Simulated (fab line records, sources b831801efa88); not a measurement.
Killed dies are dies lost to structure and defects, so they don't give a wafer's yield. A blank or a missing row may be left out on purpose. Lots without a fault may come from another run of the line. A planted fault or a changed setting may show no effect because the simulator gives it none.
Which tool did it? | flow gf180mcu | 14 lots, 42 wafers sampled, at 5 steps of a route of 602

WHAT THE GAUGES READ, wafer by wafer
GF_STI_THK_MEAS_02. Usual: STI_OXIDATION_THK 9.93 nm, standard deviation 0.21.
lot  | measured    | on            | STI_OXIDATION_THK (nm) | flag
L801 | day 1 11:31 | film_metro-01 | 10.18 10.23 10.28      |
L802 | day 1 16:41 | film_metro-01 | 10.05 10.13 10.31      |
L803 | day 1 22:23 | film_metro-03 | 10.09 9.75 9.88        |
L804 | day 2 02:32 | film_metro-01 | 10.17 10.05 10.09      |
L805 | day 2 07:48 | film_metro-02 | 9.80 9.91 9.96         |
L806 | day 2 14:16 | film_metro-02 | 9.97 9.93 9.90         |
L807 | day 2 17:32 | film_metro-03 | 9.98 9.99 9.93         |
L808 | day 2 22:32 | film_metro-03 | 10.00 9.96 10.03       |
L811 | day 3 13:59 | film_metro-01 | 9.91 10.10 10.01       |
L812 | day 3 18:31 | film_metro-02 | 9.67 9.60 9.45         |
L813 | day 3 23:31 | film_metro-03 | 10.28 10.31 10.39      |
L819 | day 5 05:32 | film_metro-03 | 9.84 9.82 9.83         |
L822 | day 5 20:57 | film_metro-01 | 9.67 9.80 9.63         |
L823 | day 6 01:31 | film_metro-02 | 9.75 9.87 9.73         |

GF_DNWELL_TW_MEAS_09. Usual: DNWELL_TW 1342, standard deviation 12.
lot  | measured    | on            | DNWELL_TW      | flag
L801 | day 2 19:56 | film_metro-03 | 1358 1361 1368 |
L802 | day 2 23:49 | film_metro-04 | 1335 1329 1327 |
L803 | day 3 06:48 | film_metro-04 | 1327 1341 1329 |
L804 | day 3 11:13 | film_metro-04 | 1335 1328 1332 |
L805 | day 3 14:41 | film_metro-03 | 1355 1352 1358 |
L806 | day 3 22:57 | film_metro-04 | 1338 1330 1326 |
L807 | day 4 02:24 | film_metro-03 | 1361 1367 1364 |
L808 | day 4 08:18 | film_metro-04 | 1328 1328 1330 |
L811 | day 5 01:24 | film_metro-04 | 1514 1508 1512 | OFF
L812 | day 5 05:47 | film_metro-03 | 1361 1366 1365 |
L813 | day 5 09:48 | film_metro-02 | 1534 1534 1537 | OFF
L819 | day 6 18:31 | film_metro-04 | 1335 1336 1343 |
L822 | day 7 10:35 | film_metro-02 | 1351 1344 1347 |
L823 | day 7 15:15 | film_metro-04 | 1323 1321 1329 |

GF_MVSD_OVL_MEAS_07. Usual: MVSD_OVL 1.0 nm, standard deviation 1.3.
lot  | measured    | on         | MVSD_OVL (nm)  | flag
L801 | day 4 11:35 | overlay-01 | 0.2 1.6 2.0    |
L802 | day 4 16:14 | overlay-01 | 1.5 2.2 2.3    |
L803 | day 5 00:19 | overlay-01 | 1.6 1.8 -0.6   |
L804 | day 5 03:36 | overlay-02 | 1.1 1.3 0.9    |
L805 | day 5 08:38 | overlay-02 | 0.1 -1.5 -0.7  |
L806 | day 5 17:35 | overlay-02 | 0.3 0.3 -1.7   |
L807 | day 5 19:41 | overlay-01 | 0.7 1.9 2.4    |
L808 | day 6 02:41 | overlay-02 | 0.0 -2.4 -0.5  |
L811 | day 6 21:20 | overlay-01 | -1.0 -0.2 -0.7 |
L812 | day 7 01:58 | overlay-01 | 2.1 2.2 1.8    |
L813 | day 7 07:20 | overlay-02 | -1.0 0.0 -0.5  |
L819 | day 8 19:38 | overlay-01 | 0.1 0.6 0.5    |
L822 | day 9 13:43 | overlay-02 | 2.4 0.3 3.6    |
L823 | day 9 17:46 | overlay-01 | -0.1 2.8 -0.7  |

GF_MVPSD_OVL_MEAS_07. Usual: MVPSD_OVL 0.8 nm, standard deviation 1.4.
lot  | measured     | on         | MVPSD_OVL (nm) | flag
L801 | day 5 01:29  | overlay-01 | 0.4 -1.0 -1.0  |
L802 | day 5 06:04  | overlay-01 | 1.4 1.0 0.2    |
L803 | day 5 14:33  | overlay-02 | 1.8 0.9 0.5    |
L804 | day 5 18:31  | overlay-01 | 1.6 0.7 2.6    |
L805 | day 5 22:44  | overlay-02 | 1.6 1.5 1.4    |
L806 | day 6 08:29  | overlay-02 | -0.6 2.5 1.2   |
L807 | day 6 11:07  | overlay-02 | 2.8 0.8 2.8    |
L808 | day 6 17:55  | overlay-01 | 1.3 -1.1 2.3   |
L811 | day 7 13:18  | overlay-02 | -0.2 1.4 0.5   |
L812 | day 7 18:40  | overlay-02 | 1.0 2.1 3.2    |
L813 | day 8 00:40  | overlay-02 | 1.5 0.0 0.9    |
L819 | day 9 13:33  | overlay-01 | 1.1 1.0 2.4    |
L822 | day 10 08:02 | overlay-02 | 0.2 -0.3 0.0   |
L823 | day 10 11:21 | overlay-01 | 1.5 1.0 -0.2   |

WHICH TOOL RAN EACH LOT (tool, then ch and the chambers of the sampled wafers, then the start)
lot  | GF_DNWELL_IMPLANT_07
L801 | implanter-02 ch 0, day 2 19:42
L802 | implanter-02 ch 0, day 2 23:35
L803 | implanter-04 ch 0, day 3 06:33
L804 | implanter-01 ch 0, day 3 11:00
L805 | implanter-01 ch 0, day 3 14:27
L806 | implanter-01 ch 0, day 3 22:43
L807 | implanter-01 ch 0, day 4 02:11
L808 | implanter-04 ch 0, day 4 08:05
L811 | implanter-01 ch 0, day 5 01:11
L812 | implanter-02 ch 0, day 5 05:32
L813 | implanter-01 ch 0, day 5 09:33
L819 | implanter-02 ch 0, day 6 18:18
L822 | implanter-04 ch 0, day 7 10:21
L823 | implanter-02 ch 0, day 7 15:00
- GF_DNWELL_IMPLANT_07

WHAT THE TOOLS THEMSELVES READ (means of the sampled wafers that have a number; where no wafer has one, the mark that the record gives instead)
GF_DNWELL_IMPLANT_07. Usual: beam_on_s 10.01 s, standard deviation 0.2; dose_ions_cm2 1.0001e+13, standard deviation 1.1e+10; faraday_current_uA 56.3, standard deviation 1.1; tilt_deg -0.001 degrees, standard deviation 0.022.
lot  | tool         | beam_on_s (s) | dose_ions_cm2 | faraday_current_uA | tilt_deg (degrees) | flag
L801 | implanter-02 | 9.98          | 9.9970e+12    | 56.6               | -0.005             |
L802 | implanter-02 | 9.79          | 1.0004e+13    | 57.6               | 0.014              |
L803 | implanter-04 | 10.18         | 9.9907e+12    | 55.6               | 0.005              |
L804 | implanter-01 | 10.08         | 1.0001e+13    | 55.9               | 0.026              |
L805 | implanter-01 | 10.05         | 9.9967e+12    | 56.0               | 0.023              |
L806 | implanter-01 | 9.95          | 1.0006e+13    | 56.6               | 0.018              |
L807 | implanter-01 | 10.03         | 9.9763e+12    | 56.2               | -0.023             |
L808 | implanter-04 | 10.12         | 1.0001e+13    | 55.7               | 0.010              |
L811 | implanter-01 | 10.19         | 1.5055e+13    | 83.1               | 0.035              | OFF
L812 | implanter-02 | 9.96          | 1.0009e+13    | 56.6               | 0.032              |
L813 | implanter-01 | 10.07         | 1.5049e+13    | 84.2               | 0.025              | OFF
L819 | implanter-02 | 10.21         | 1.0003e+13    | 55.2               | -0.000             |
L822 | implanter-04 | 10.24         | 1.0006e+13    | 55.0               | -0.009             |
L823 | implanter-02 | 9.91          | 9.9980e+12    | 57.0               | -0.020             |

THE ANSWER, worked out from the rows above alone
Rule: a lot is off if the mean of its wafers that have a number lies more than 3 standard deviations from the usual mean. A lot without any number at a reading at which 4 lots or more have one is off too. The other lots that the step has rows for count as sound. The gauges are gone through in route order, then the tools' own readings, and for those a lot's mean is taken as printed above. The first step at which some lot is off is used, and at that step the reading that is off furthest; a lot without a number counts as furthest.
Off: L811, L813, at GF_DNWELL_TW_MEAS_09 (DNWELL_TW).
A tool fits if, at a process step before that reading, it ran every lot that is off, and no sound lot after the first of them. The gauges at GF_DNWELL_TW_MEAS_09 aren't tried: what is off there is off at GF_DNWELL_IMPLANT_07 too, on other tools, and a gauge's error can't cause that. One fits: implanter-01 at GF_DNWELL_IMPLANT_07. Its last sound lot is L807 (day 4 02:11), its first lot that is off L811 (day 5 01:11): a fault that began between those two fits.
The tool's own readings at GF_DNWELL_IMPLANT_07 bear it out: on the lots that are off they differ by more than 5 times the standard deviation of the sound lots' means. dose_ions_cm2 reads 1.5052e+13 there against 9.9991e+12 on the sound lots; faraday_current_uA reads 83.7 there against 56.2 on the sound lots.

WHAT THE SIMULATOR HAD PUT IN
Process parameter drift: implanter-01, from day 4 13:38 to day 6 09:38, at GF_DNWELL_IMPLANT_07. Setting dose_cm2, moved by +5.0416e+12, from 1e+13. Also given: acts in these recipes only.
Lots struck among those shown: L811, L813. The rule above found the same.
